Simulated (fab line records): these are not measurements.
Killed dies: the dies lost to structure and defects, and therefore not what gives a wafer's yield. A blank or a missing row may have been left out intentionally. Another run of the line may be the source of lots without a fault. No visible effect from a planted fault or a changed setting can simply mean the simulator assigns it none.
One fault seen from 2 desks ; flow sky130 ; numbers are kept per desk, each desk with only its own; the story behind them comes last

## AT THE TOOL OWNER'S DESK: pecvd-02
The tool's own readings at SKY_CAP2M_CVD_00 (deposits SiO2, target thk 15.5 nm): means of the sampled wafers that have a number, for each lot that ran on this tool. The brackets show how far a lot's mean lies from the usual mean; more than 4 standard deviations puts the lot out of limits, marked OUT.
Columns: A = heater-power-w at SKY_CAP2M_CVD_00, usual 755 W
lot;first seen here;A
L541;day 41 21:11;754
L547;day 43 18:23;772
L548;day 44 00:56;720
L551;day 44 13:02;684
L557;day 45 23:21;706
Finding of this desk: none of the 5 lots has anything out of limits.

## THE METROLOGY DESK
Lot by lot, what the gauges showed, no matter which tool ran the lot: averages of those sampled wafers that carry a number. The brackets show how far a lot's mean lies from the usual mean; more than 4 standard deviations puts the lot out of limits, marked OUT.
Columns: A = CAP2M_CVD_00_THK at SKY_CAP2M_THK_MEAS_01, usual 15.63 nm; B = CAP2M_TIN_RS at SKY_CAP2M_RS_MEAS_03, usual 6.88 ohm/sq
lot;first seen here;A;B
L537;day 40 11:52;15.61;6.81
L540;day 41 12:31;15.74;6.89
L541;day 41 21:13;15.32;6.92
L543;day 42 10:36;15.82;6.80
L544;day 43 00:36;15.66;6.85
L545;day 43 12:47;15.78;6.83
L547;day 43 18:26;15.63;6.90
L548;day 44 00:59;15.55;6.86
L551;day 44 13:04;15.64;6.94
L555;day 45 13:26;15.58;6.88
L557;day 45 23:23;13.67 (-8.5) OUT;6.99
This desk's result: L557 out of limits, first on L557 (CAP2M_CVD_00_THK at SKY_CAP2M_THK_MEAS_01), day 45 23:23. In limits: L537, L540, L541, L543, L544, L545, L547, L548, L551, L555.

## PUT TOGETHER
The metrology desk could have raised an alarm at day 45 23:23, on L557.
The tool owner's desk saw nothing out of limits.
Tool owner's desk: L557 on record, inside its limits.
On pecvd-02, each named lot ran SKY_CAP2M_CVD_00.

## WHAT THE SIMULATOR HAD PUT IN
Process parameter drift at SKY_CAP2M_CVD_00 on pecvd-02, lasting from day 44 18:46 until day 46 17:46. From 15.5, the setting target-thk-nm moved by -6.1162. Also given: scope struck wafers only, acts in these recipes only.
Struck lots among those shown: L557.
Per desk, hours elapsed from the start of the fault to the first reading out of limits: for the metrology desk, 29.
